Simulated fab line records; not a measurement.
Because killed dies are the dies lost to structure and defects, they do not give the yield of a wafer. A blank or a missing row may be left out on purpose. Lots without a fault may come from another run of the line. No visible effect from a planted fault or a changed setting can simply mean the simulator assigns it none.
The tool behind it: which one? / flow sky130 / Sampling: 13 lots, 39 wafers, 2 of 708 route steps

## WHAT THE GAUGES READ, wafer by wafer
SKY_RES_PROTECT_TW_MEAS_08. Usual: POLY_GATE_TW 4027, standard deviation 29.
lot=L738; measured=day 15 11:45; on=film metro-03; POLY_GATE_TW=4007 3987 3982; flag=
lot=L739; measured=day 16 10:58; on=film metro-03; POLY_GATE_TW=4040 4005 4002; flag=
lot=L740; measured=day 17 14:02; on=film metro-03; POLY_GATE_TW=4003 3999 4028; flag=
lot=L741; measured=day 17 14:20; on=film metro-03; POLY_GATE_TW=4017 4002 3978; flag=
lot=L744; measured=day 17 21:26; on=film metro-02; POLY_GATE_TW=3998 4002 4017; flag=
lot=L745; measured=day 17 23:42; on=film metro-04; POLY_GATE_TW=4064 4072 4047; flag=
lot=L747; measured=day 18 13:55; on=film metro-03; POLY_GATE_TW=3995 4008 4008; flag=
lot=L749; measured=day 19 02:26; on=film metro-02; POLY_GATE_TW=4043 4050 4054; flag=
lot=L748; measured=day 19 03:55; on=film metro-02; POLY_GATE_TW=4038 4011 4032; flag=
lot=L757; measured=day 22 11:35; on=film metro-04; POLY_GATE_TW=4062 4056 4051; flag=
lot=L758; measured=day 22 13:44; on=film metro-02; POLY_GATE_TW=4032 4004 4033; flag=
lot=L759; measured=day 22 14:47; on=film metro-02; POLY_GATE_TW=4022 4042 4032; flag=
lot=L760; measured=day 22 17:16; on=film metro-04; POLY_GATE_TW=4064 4065 4053; flag=

SKY_POLY_GATE_OVL_MEAS_14. Usual: POLY_GATE_OVL -2 nm, standard deviation 5.3.
lot=L738; measured=day 16 17:44; on=overlay-02; POLY_GATE_OVL (nm)=-9 -13 3; flag=
lot=L739; measured=day 17 19:08; on=overlay-01; POLY_GATE_OVL (nm)=2 -6 -6; flag=
lot=L740; measured=day 18 23:34; on=overlay-02; POLY_GATE_OVL (nm)=4 3 4; flag=
lot=L741; measured=day 18 23:03; on=overlay-01; POLY_GATE_OVL (nm)=2 -1 -3; flag=
lot=L744; measured=day 19 05:41; on=overlay-01; POLY_GATE_OVL (nm)=-10 -5 -1; flag=
lot=L745; measured=day 19 10:23; on=overlay-01; POLY_GATE_OVL (nm)=0 0 -2; flag=
lot=L747; measured=day 19 23:26; on=overlay-02; POLY_GATE_OVL (nm)=-7 -12 -9; flag=
lot=L749; measured=day 20 11:12; on=overlay-02; POLY_GATE_OVL (nm)=-5 0 -2; flag=
lot=L748; measured=day 20 12:30; on=overlay-02; POLY_GATE_OVL (nm)=-1 3 9; flag=
lot=L757; measured=day 23 20:21; on=overlay-01; POLY_GATE_OVL (nm)=-1 7 8; flag=
lot=L758; measured=day 23 22:53; on=overlay-01; POLY_GATE_OVL (nm)=-2 3 -3; flag=
lot=L759; measured=day 23 22:40; on=overlay-01; POLY_GATE_OVL (nm)=-10 -5 3; flag=
lot=L760; measured=day 24 01:23; on=overlay-01; POLY_GATE_OVL (nm)=0 -8 -6; flag=

## WHICH TOOL RAN EACH LOT (tool, then ch and the chambers of the sampled wafers, then the start)
Before these readings, the record contains no process step.

## AS READ BY THE TOOLS THEMSELVES (means over the sampled wafers that have a number; for cases with no such wafer, the mark the record gives instead)
The record holds no such reading with a usual standard deviation.

## THE ANSWER, worked out from the rows above alone
Rule: take the mean of a lot's wafers that have a number; if it is more than 3 standard deviations from the usual mean, the lot is off. A lot without any number at a reading at which 4 lots or more have one is off too. The other lots that the step has rows for count as sound. After the gauges, taken in route order, come the tools' own readings; for these a lot's mean is taken, as printed above. At the first step where some lot is off, the reading lying furthest off is the one used; lots without a number count as furthest.
Across all readings shown, no lot is off: no conclusion can be drawn from this.

## WHAT WAS PUT IN BY THE SIMULATOR
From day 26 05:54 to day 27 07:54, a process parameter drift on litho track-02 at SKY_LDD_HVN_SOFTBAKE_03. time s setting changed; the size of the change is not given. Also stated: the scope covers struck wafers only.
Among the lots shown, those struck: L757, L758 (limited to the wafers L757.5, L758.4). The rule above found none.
